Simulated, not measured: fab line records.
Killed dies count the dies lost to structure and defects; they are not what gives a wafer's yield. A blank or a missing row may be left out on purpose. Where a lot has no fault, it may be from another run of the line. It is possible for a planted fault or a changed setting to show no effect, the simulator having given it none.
Which tool was responsible? ; flow sky130 ; 10 lots with 30 wafers sampled at 3 steps, on a route of 708 steps

## WHAT THE GAUGES SHOWED, per wafer
SKY_VIA3_THK_MEAS_23: measures by xrf.
lot;measured;on;VIA3_W_THK (nm)
L880;day 39 19:40;filmMetro-02;384 384 391
L881;day 40 18:05;filmMetro-02;381 375 377
L884;day 40 23:30;filmMetro-02;388 387 375
L887;day 42 03:45;filmMetro-01;383 382 383
L892;day 43 07:40;filmMetro-03;378 396 392
L897;day 44 15:45;filmMetro-03;403 405 391
L898;day 44 21:54;filmMetro-02;385 391 410
L901;day 45 13:26;filmMetro-02;384 383 400
L902;day 45 15:46;filmMetro-03;376 377 380
L903;day 46 00:41;filmMetro-03;394 393 393

## TOOL THAT RAN EACH LOT (tool first, then ch and the chambers of the sampled wafers, then the start)
lot;SKY_VIA3_ETCH_14;SKY_VIA3_CVD_21
L880;rieDiel-04 ch 0,2,3, day 39 18:40;cvdW-01 ch 0, day 39 19:25
L881;rieDiel-01 ch 0,1,2, day 40 17:04;cvdW-01 ch 0,1, day 40 17:52
L884;rieDiel-01 ch 0,1,2, day 40 22:23;cvdW-01 ch 0,1, day 40 23:15
L887;rieDiel-04 ch 0,2,3, day 42 02:44;cvdW-01 ch 0,1, day 42 03:30
L892;rieDiel-04 ch 1,2, day 43 06:38;cvdW-02 ch 0,1, day 43 07:24
L897;rieDiel-01 ch 0,2,3, day 44 14:43;cvdW-02 ch 0,1, day 44 15:30
L898;rieDiel-01 ch 0,3, day 44 20:53;cvdW-02 ch 0,1, day 44 21:40
L901;rieDiel-01 ch 0,1, day 45 12:26;cvdW-02 ch 0,1, day 45 13:12
L902;rieDiel-04 ch 0,3, day 45 14:44;cvdW-01 ch 0,1, day 45 15:32
L903;rieDiel-03 ch 2,3, day 45 23:05;cvdW-02 ch 0, day 46 00:26
- SKY_VIA3_ETCH_14: etches BARC in N2/H2, stops on SiO2, time 45.9 s, target depth 60 nm.
- SKY_VIA3_CVD_21: deposits W, target thk 390 nm, time 117.31 s.

## THE ANSWER, worked out from the rows above alone
Rule: the usual values come from the lots themselves. Put in order of their means at a reading, lots are off if they are a third of the lots or fewer, leave a main group of 4 or more, and stand apart from it by a gap of 3 or more times the standard deviation of the main group's means; of several such gaps the widest counts. The tables above print the reading to a certain number of digits; a main group whose means all agree to those digits is not used. A lot without any number at a reading at which 4 lots or more have one is off too. The other lots that the step has rows for count as sound.
No lot is off at any reading shown: from this, nothing can be told.

## WHAT WAS PUT IN BY THE SIMULATOR
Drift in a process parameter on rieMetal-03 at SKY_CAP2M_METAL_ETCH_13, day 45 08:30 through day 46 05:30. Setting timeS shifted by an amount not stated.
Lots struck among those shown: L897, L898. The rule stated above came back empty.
